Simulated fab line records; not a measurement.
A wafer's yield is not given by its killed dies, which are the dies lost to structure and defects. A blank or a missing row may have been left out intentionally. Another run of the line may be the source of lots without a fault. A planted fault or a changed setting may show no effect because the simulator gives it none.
Struck lot and sound lot, side by side :: flow sky130 :: 35 steps out of a route of 708
Sound: wafers L746.2, L746.3, L746.6. Struck: wafer L759.6 (L759.1, L759.5, from the same lot, were not struck and are left out); the cause is given at the end.
For every step that has rows: the tool of each side, followed by ch and its chambers, followed by its first start. Under that, the readings that differ: sound wafers :: struck wafers :: difference of the means :: sigmas: that difference in standard deviations of wafers without a fault.
alike: readings whose means differ by less than 2 such deviations, and words and numbers that are the same on both sides. not compared: withheld readings, readings that some wafer has no value for, bounds like >300 that may hide the same value, and numbers for which the record gives no deviation and whose values overlap.
Wherever a step has rows on one side only, a row that says differs or no value, or a row with sigmas, the two part there. Numbers that have no deviation but don't overlap get no sigmas and don't part them. A reading that every wafer of one side lacks parts them only if that side has two wafers or more.

first, 10 steps without rows for these wafers: SKY_METAL1_DEHYDRATE_07 (time 60 s); SKY_METAL1_HMDS_08 (prime time 60 s); SKY_METAL1_COAT_09 (resist thk 60 nm); SKY_METAL1_COAT_10 (resist thk 450 nm); SKY_METAL1_SOFTBAKE_11 (time 85.9 s); SKY_METAL1_EXPOSE_12 (exposes mask MM1, target cd 140 nm); SKY_METAL1_PEB_13; SKY_METAL1_DEVELOP_14 (develop time 60 s); SKY_METAL1_DESCUM_17 (chemistry O2, time 8 s); SKY_METAL1_ETCH_18 (etches BARC in N2/H2, stops on SiO2, time 45.9 s, target depth 60 nm).
SKY_METAL1_METAL_ETCH_19: etches the open film in Cl2/BCl3, stops on SiO2, target depth 360 nm, time 78 s.
  sound on rie metal-04 ch 0,1, day 35 05:02; struck on rie metal-02 ch 0, day 39 03:57
reading: chamber pressure mTorr (mTorr)
sound: 9.981 10.005 9.989
struck: 10.013
difference: +0.021
sigmas: +2
  alike: drypump motor current A, oes product au, throttle valve pct
  not compared: rf hours counter h
then, 23 steps without rows for these wafers: SKY_METAL1_STRIP_20 (strips in O2/N2); SKY_METAL1_STRIP_21 (strips in post etch residue remover, time 1200 s); SKY_METAL1_CLEAN_22 (cleans in IPA, time 180 s); SKY_METAL1_CLEAN_23 (cleans in O3/DIW); SKY_VIA1_HDPCVD_00 (deposits SiO2, target thk 1030 nm, time 171.7 s); SKY_VIA1_CMP_02 (polishes SiO2); SKY_VIA1_DEHYDRATE_04 (time 60 s); SKY_VIA1_HMDS_05 (prime time 60 s); SKY_VIA1_COAT_06 (resist thk 60 nm); SKY_VIA1_COAT_07 (resist thk 450 nm); SKY_VIA1_SOFTBAKE_08 (time 90 s); SKY_VIA1_EXPOSE_09 (exposes mask VIM, target cd 150 nm); SKY_VIA1_PEB_10; SKY_VIA1_DEVELOP_11 (develop time 60 s); SKY_VIA1_ETCH_14 (etches BARC in N2/H2, stops on SiO2, time 45.9 s, target depth 60 nm); SKY_VIA1_ETCH_15 (etches SiO2 in C4F8/O2/Ar, stops on TiN, target depth 351 nm, time 54 s); SKY_VIA1_STRIP_16 (strips in O2/N2); SKY_VIA1_STRIP_17 (strips in post etch residue remover, time 1200 s); SKY_VIA1_CLEAN_18 (cleans in IPA, time 180 s); SKY_VIA1_CLEAN_19 (cleans in O3/DIW); SKY_VIA1_SPUTTER_20 (material TiN, target thk 20 nm, time 80 s); SKY_VIA1_CVD_21 (deposits W, target thk 270 nm, time 80.902 s); SKY_VIA1_CMP_24 (polishes, stops on SiO2, t overpolish 15 s, target thk 0 nm).
-- the record jumps here: 11 days lie between the struck wafers' starts before and after (it left off in module VIA1 and takes up again in module PAD_OPEN, whose first step shown is number 708 of the route) --
SKY_PAD_OPEN_PROBE_99:
  struck on prober-01, day 50 13:45; sound on prober-02, day 47 13:29
reading: killed_at_M0_to_M3
sound: 34 46 50
struck: 69
difference: +26
sigmas: +3

reading: killed on rim
sound: 19 17 20
struck: 30
difference: +11
sigmas: +3

reading: sort_bin_3_pad_short (%)
sound: 0.6 0.6 1.0
struck: 2.6
difference: +1.9
sigmas: +4

reading: model.etest.tester.sort n pass
sound: 416 408 399
struck: 391
difference: -17
sigmas: 

reading: model.etest.tester.sort yield pct (%)
sound: 84.55 82.93 81.1
struck: 79.47
difference: -3.39
sigmas: 

reading: model.etest.tester.sort_bin_5_pct (%)
sound: 9.146 9.959 11.18
struck: 11.59
difference: +1.49
sigmas: 

reading: model.etest.tester.sort_bin_3_pct (%)
sound: 0.6098 0.6098 1.016
struck: 2.642
difference: +1.897
sigmas: 
  alike: defect limited yield, killed_at_M4_up, killed at contacts, killed at front end, killed at other, killed dies, killed open, killed short, sort_bin_5_function, sort_bin_6_memory, sort n pass, sort yield pct

## WHERE THEY PART
Last at SKY_PAD_OPEN_PROBE_99 as far as this record goes, first at SKY_METAL1_METAL_ETCH_19.

WHY: the cause the simulator had injected
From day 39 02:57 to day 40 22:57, rie metal-02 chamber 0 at SKY_METAL1_METAL_ETCH_19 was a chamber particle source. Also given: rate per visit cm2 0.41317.
